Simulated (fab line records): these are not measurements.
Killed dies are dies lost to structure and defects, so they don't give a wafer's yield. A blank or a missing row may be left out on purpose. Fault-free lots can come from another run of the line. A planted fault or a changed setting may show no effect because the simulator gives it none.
The tool behind it: which one? / flow gf180mcu / 13 lots with 39 wafers sampled at 6 steps, on a route of 602 steps

WHAT EACH GAUGE READ, for each wafer
GF_LVPWELL_OVL_MEAS_07. Usual: for LVPWELL_OVL the level is -0.6 nm and the standard deviation is 1.2.
lot=L775; measured=day 3 19:49; on=overlay-01; LVPWELL_OVL (nm)=-0.1 1.4 1.0; flag=
lot=L777; measured=day 4 10:32; on=overlay-01; LVPWELL_OVL (nm)=-0.9 -0.3 -0.7; flag=
lot=L779; measured=day 4 19:16; on=overlay-01; LVPWELL_OVL (nm)=2.6 1.2 0.4; flag=
lot=L780; measured=day 5 01:58; on=overlay-01; LVPWELL_OVL (nm)=-1.2 -0.3 0.0; flag=
lot=L782; measured=day 5 11:16; on=overlay-01; LVPWELL_OVL (nm)=2.6 0.9 0.4; flag=
lot=L785; measured=day 6 06:22; on=overlay-01; LVPWELL_OVL (nm)=-1.0 0.1 -1.7; flag=
lot=L791; measured=day 7 12:34; on=overlay-02; LVPWELL_OVL (nm)=-2.7 -1.3 -2.4; flag=
lot=L793; measured=day 8 07:25; on=overlay-02; LVPWELL_OVL (nm)=-0.8 -1.2 -1.4; flag=
lot=L792; measured=day 8 08:20; on=overlay-01; LVPWELL_OVL (nm)=-1.9 -2.2 -1.5; flag=
lot=L794; measured=day 8 12:49; on=overlay-01; LVPWELL_OVL (nm)=1.4 -1.2 -0.6; flag=
lot=L796; measured=day 8 17:25; on=overlay-02; LVPWELL_OVL (nm)=0.0 -1.0 -1.4; flag=
lot=L797; measured=day 9 04:31; on=overlay-01; LVPWELL_OVL (nm)=-1.5 -0.5 -1.5; flag=
lot=L798; measured=day 9 12:01; on=overlay-02; LVPWELL_OVL (nm)=-0.5 -1.5 -1.5; flag=

GF_VT_IMPLANT_OVL_MEAS_07. Usual: for VT_IMPLANT_OVL the level is 0.2 nm and the standard deviation is 1.3.
lot=L775; measured=day 5 13:31; on=overlay-01; VT_IMPLANT_OVL (nm)=1.1 1.5 0.2; flag=
lot=L777; measured=day 6 05:35; on=overlay-01; VT_IMPLANT_OVL (nm)=0.6 2.2 0.5; flag=
lot=L779; measured=day 6 14:19; on=overlay-01; VT_IMPLANT_OVL (nm)=1.9 1.9 -0.4; flag=
lot=L780; measured=day 6 22:01; on=overlay-02; VT_IMPLANT_OVL (nm)=3.3 2.6 2.2; flag=
lot=L782; measured=day 7 08:40; on=overlay-01; VT_IMPLANT_OVL (nm)=- - -; flag=OFF
lot=L785; measured=day 8 04:57; on=overlay-02; VT_IMPLANT_OVL (nm)=-1.6 -1.5 -3.6; flag=
lot=L791; measured=day 9 14:14; on=overlay-02; VT_IMPLANT_OVL (nm)=0.4 -0.2 -1.3; flag=
lot=L793; measured=day 10 10:58; on=overlay-02; VT_IMPLANT_OVL (nm)=2.1 1.6 2.0; flag=
lot=L792; measured=day 10 12:34; on=overlay-01; VT_IMPLANT_OVL (nm)=-1.8 -1.4 -1.0; flag=
lot=L794; measured=day 10 17:16; on=overlay-02; VT_IMPLANT_OVL (nm)=-1.2 -0.4 0.7; flag=
lot=L796; measured=day 10 21:55; on=overlay-02; VT_IMPLANT_OVL (nm)=-0.5 0.9 1.2; flag=
lot=L797; measured=day 11 10:45; on=overlay-01; VT_IMPLANT_OVL (nm)=-1.6 0.5 -1.7; flag=
lot=L798; measured=day 11 20:24; on=overlay-01; VT_IMPLANT_OVL (nm)=1.1 2.5 1.4; flag=

GF_VT_IMPLANT_TW_MEAS_10. Usual: for VT_IMPLANT_TW the level is 559 and the standard deviation is 5.2.
lot=L775; measured=day 5 13:48; on=film-metro-01; VT_IMPLANT_TW=564 557 563; flag=
lot=L777; measured=day 6 05:53; on=film-metro-02; VT_IMPLANT_TW=550 551 551; flag=
lot=L779; measured=day 6 14:35; on=film-metro-01; VT_IMPLANT_TW=564 563 563; flag=
lot=L780; measured=day 6 22:17; on=film-metro-02; VT_IMPLANT_TW=557 553 555; flag=
lot=L782; measured=day 7 08:57; on=film-metro-04; VT_IMPLANT_TW=30 30 30 30 30 30; flag=OFF
lot=L785; measured=day 8 05:14; on=film-metro-02; VT_IMPLANT_TW=554 553 551; flag=
lot=L791; measured=day 9 14:32; on=film-metro-04; VT_IMPLANT_TW=560 560 562; flag=
lot=L793; measured=day 10 11:14; on=film-metro-02; VT_IMPLANT_TW=562 562 560; flag=
lot=L792; measured=day 10 12:52; on=film-metro-01; VT_IMPLANT_TW=565 570 565; flag=
lot=L794; measured=day 10 17:34; on=film-metro-01; VT_IMPLANT_TW=565 567 569; flag=
lot=L796; measured=day 10 22:11; on=film-metro-01; VT_IMPLANT_TW=567 564 566; flag=
lot=L797; measured=day 11 11:02; on=film-metro-04; VT_IMPLANT_TW=561 557 560; flag=
lot=L798; measured=day 11 20:41; on=film-metro-01; VT_IMPLANT_TW=562 566 565; flag=

GF_VT_IMPLANT_OVL_MEAS_29. Usual: for VT_IMPLANT_02_OVL the level is 0.3 nm and the standard deviation is 1.6.
lot=L775; measured=day 6 18:19; on=overlay-01; VT_IMPLANT_02_OVL (nm)=-0.7 -0.9 -1.2; flag=
lot=L777; measured=day 7 10:49; on=overlay-02; VT_IMPLANT_02_OVL (nm)=0.7 -0.2 0.8; flag=
lot=L779; measured=day 7 22:01; on=overlay-02; VT_IMPLANT_02_OVL (nm)=-1.1 -0.4 0.1; flag=
lot=L780; measured=day 8 05:50; on=overlay-01; VT_IMPLANT_02_OVL (nm)=1.1 1.4 -0.2; flag=
lot=L785; measured=day 9 13:39; on=overlay-01; VT_IMPLANT_02_OVL (nm)=-0.6 0.2 -0.1; flag=
lot=L791; measured=day 11 02:31; on=overlay-01; VT_IMPLANT_02_OVL (nm)=1.9 2.4 2.3; flag=
lot=L793; measured=day 12 00:25; on=overlay-02; VT_IMPLANT_02_OVL (nm)=3.4 3.5 3.3; flag=
lot=L792; measured=day 12 01:07; on=overlay-02; VT_IMPLANT_02_OVL (nm)=1.1 0.5 -0.3; flag=
lot=L794; measured=day 12 07:31; on=overlay-01; VT_IMPLANT_02_OVL (nm)=-1.2 -1.7 -2.1; flag=
lot=L796; measured=day 12 12:04; on=overlay-01; VT_IMPLANT_02_OVL (nm)=1.0 -0.3 -0.5; flag=
lot=L797; measured=day 13 02:33; on=overlay-02; VT_IMPLANT_02_OVL (nm)=0.2 -0.4 0.6; flag=
lot=L798; measured=day 13 12:19; on=overlay-02; VT_IMPLANT_02_OVL (nm)=4.6 4.4 4.3; flag=

GF_VT_IMPLANT_TW_MEAS_43. Usual: for VT_IMPLANT_4_TW the level is 684 and the standard deviation is 4.8.
lot=L775; measured=day 7 10:13; on=film-metro-02; VT_IMPLANT_4_TW=678 683 682; flag=
lot=L777; measured=day 8 03:10; on=film-metro-01; VT_IMPLANT_4_TW=692 690 689; flag=
lot=L779; measured=day 8 14:50; on=film-metro-02; VT_IMPLANT_4_TW=674 673 678; flag=
lot=L780; measured=day 8 22:29; on=film-metro-02; VT_IMPLANT_4_TW=676 677 675; flag=
lot=L785; measured=day 10 08:11; on=film-metro-04; VT_IMPLANT_4_TW=681 688 685; flag=
lot=L791; measured=day 11 21:53; on=film-metro-02; VT_IMPLANT_4_TW=683 683 683; flag=
lot=L793; measured=day 12 21:11; on=film-metro-04; VT_IMPLANT_4_TW=687 686 686; flag=
lot=L792; measured=day 12 21:31; on=film-metro-02; VT_IMPLANT_4_TW=683 681 680; flag=
lot=L794; measured=day 13 04:04; on=film-metro-04; VT_IMPLANT_4_TW=682 678 680; flag=
lot=L796; measured=day 13 08:38; on=film-metro-02; VT_IMPLANT_4_TW=691 688 690; flag=
lot=L797; measured=day 13 23:26; on=film-metro-01; VT_IMPLANT_4_TW=691 690 687; flag=
lot=L798; measured=day 14 09:38; on=film-metro-04; VT_IMPLANT_4_TW=688 684 688; flag=

EACH LOT AND THE TOOL THAT RAN IT (in order: tool; ch and the chambers of the sampled wafers; start)
lot=L775; GF_VT_IMPLANT_EXPOSE_04=iline-stepper-01 ch 0, day 5 06:26
lot=L777; GF_VT_IMPLANT_EXPOSE_04=iline-stepper-01 ch 0, day 5 22:47
lot=L779; GF_VT_IMPLANT_EXPOSE_04=iline-stepper-02 ch 0, day 6 08:02
lot=L780; GF_VT_IMPLANT_EXPOSE_04=iline-stepper-01 ch 0, day 6 14:25
lot=L782; GF_VT_IMPLANT_EXPOSE_04=iline-stepper-01 ch 0, day 7 01:12
lot=L785; GF_VT_IMPLANT_EXPOSE_04=iline-stepper-01 ch 0, day 7 21:01
lot=L791; GF_VT_IMPLANT_EXPOSE_04=iline-stepper-01 ch 0, day 9 06:13
lot=L793; GF_VT_IMPLANT_EXPOSE_04=iline-stepper-02 ch 0, day 10 02:32
lot=L792; GF_VT_IMPLANT_EXPOSE_04=iline-stepper-02 ch 0, day 10 04:03
lot=L794; GF_VT_IMPLANT_EXPOSE_04=iline-stepper-02 ch 0, day 10 08:32
lot=L796; GF_VT_IMPLANT_EXPOSE_04=iline-stepper-02 ch 0, day 10 13:17
lot=L797; GF_VT_IMPLANT_EXPOSE_04=iline-stepper-02 ch 0, day 11 01:39
lot=L798; GF_VT_IMPLANT_EXPOSE_04=iline-stepper-01 ch 0, day 11 10:56
- GF_VT_IMPLANT_EXPOSE_04: exposes mask LVPWELL LV AREA, target cd 600 nm.

WHAT THE TOOLS THEMSELVES READ (means of the sampled wafers that have a number; where no wafer has one, the mark that the record gives instead)
The record holds no such reading with a usual standard deviation.

THE ANSWER, worked out from the rows above alone
Rule: lot off if the mean of its wafers having a number is beyond 3 standard deviations from the usual mean. Also off: a lot with no number at a reading for which 4 or more lots have one. All remaining lots with rows at the step are treated as sound. After the gauges, taken in route order, come the tools' own readings; for these a lot's mean is taken, as printed above. The first step at which some lot is off is used, and at that step the reading that is off furthest; a lot without a number counts as furthest.
Off: L782, seen at GF_VT_IMPLANT_OVL_MEAS_07 (VT_IMPLANT_OVL). Without a number there: L782.
If a tool, at a process step before that reading, ran all the lots that are off and no sound lot after the first of them, it fits. Not tried: the gauges at GF_VT_IMPLANT_OVL_MEAS_07; whatever is off there is also off at GF_VT_IMPLANT_TW_MEAS_10, on other tools, and gauge error can't account for it. Of those tried, none fits.

WHAT HAD BEEN PUT IN BY THE SIMULATOR
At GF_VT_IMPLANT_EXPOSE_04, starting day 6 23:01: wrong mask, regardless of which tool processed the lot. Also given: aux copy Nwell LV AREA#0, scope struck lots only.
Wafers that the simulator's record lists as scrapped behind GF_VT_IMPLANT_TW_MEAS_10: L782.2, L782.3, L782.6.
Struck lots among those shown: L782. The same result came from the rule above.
